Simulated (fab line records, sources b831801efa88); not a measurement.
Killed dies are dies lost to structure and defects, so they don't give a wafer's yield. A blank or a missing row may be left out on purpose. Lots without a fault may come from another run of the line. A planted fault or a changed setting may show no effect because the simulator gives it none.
Problem report in the 8D (eight disciplines) form, filled by code | flow sfq_line | the parts of the form that need people (team, actions taken, sign-off) are left out

1. THE PROBLEM
run_length_s at SFQ_TRILAYER_A5B_DEP_PECVD_129 reads a mean of 138.1 s on 5 wafers of 3 lots; wafers without a fault read 161.3 s with a standard deviation of 0.57. That is -41 standard deviations from the usual mean.
The step: deposits SiO2 from SiH4/N2O, time 133.33 s, target thk 600 nm.
First seen on wafer L162.1, day 59 11:16, on pecvd-03. The record holds 19 wafers of 7 lots with a number at this step. Rule for "out", or "out of limits": more than 4 standard deviations from the usual mean. The other wafers with a number count as sound.

2. WHAT IT IS AND WHAT IT IS NOT
question                    | is                                     | is not
which readings at this step | run_length_s                           | heater_power_w, throttle_valve_pct
which lots                  | L162, L166, L167                       | L160, L173, L174, L176
which wafers of those lots  | L162.1, L162.2, L166.1, L166.2, L167.2 | L166.3, L167.6
read on which tools         | pecvd-03                               | pecvd-01
when                        | from day 59 11:16                      | up to then (3 sound wafers); but 11 sound wafers of L166, L167, L173, L174, L176 came after

3. SUSPECTS, AND WHAT RULES EACH OUT
Counting: a tool at a process step up to the reading stays a suspect if it ran every lot that is out. Sound lots after the first of them don't rule it out here, since some wafers of a struck lot are sound.
- pecvd-03 at SFQ_TRILAYER_A5B_DEP_PECVD_129 (deposits SiO2 from SiH4/N2O, time 133.33 s, target thk 600 nm): kept. It ran every lot that is out, first L162 (day 59 11:16); its last sound lot up to then is L160 (day 59 04:02). Its own readings are out on those wafers: run_length_s.
- Within pecvd-03 at SFQ_TRILAYER_A5B_DEP_PECVD_129: the wafers that are out ran in chambers 0, 2; their sound lot-mates ran in chamber 1.
Left after counting: pecvd-03 at SFQ_TRILAYER_A5B_DEP_PECVD_129.

4. THE CAUSE (what the simulator had put in)
Process parameter drift: pecvd-03, from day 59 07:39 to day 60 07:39, at SFQ_TRILAYER_A5B_DEP_PECVD_129. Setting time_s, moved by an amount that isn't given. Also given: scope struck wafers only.
Counting left only this tool.

5. THE CHAIN OF EFFECTS, in route order
Each row: a reading whose mean over the struck wafers that have a number lies more than 3 standard deviations from the usual. Only readings for which the record gives a usual standard deviation are gone through. hours: the time from each lot's start at the first step in this table that gives one to its start at this step, as a median over the lots. sigmas: the change in usual standard deviations.
hours | step                           | reading      | usual   | on struck wafers | change | sigmas
0     | SFQ_TRILAYER_A5B_DEP_PECVD_129 | run_length_s | 161.3 s | 138.1            | -23.2  | -41
The process steps in it:
- SFQ_TRILAYER_A5B_DEP_PECVD_129: deposits SiO2 from SiH4/N2O, time 133.33 s, target thk 600 nm.
Readings that are blank on the struck wafers while sound wafers have them: susceptor_temp_C at SFQ_TRILAYER_A5B_DEP_PECVD_129.

6. WHAT WOULD HAVE CAUGHT IT SOONER
In this record the first reading out of limits was taken at day 59 11:16, 4 hours after the fault began at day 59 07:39.
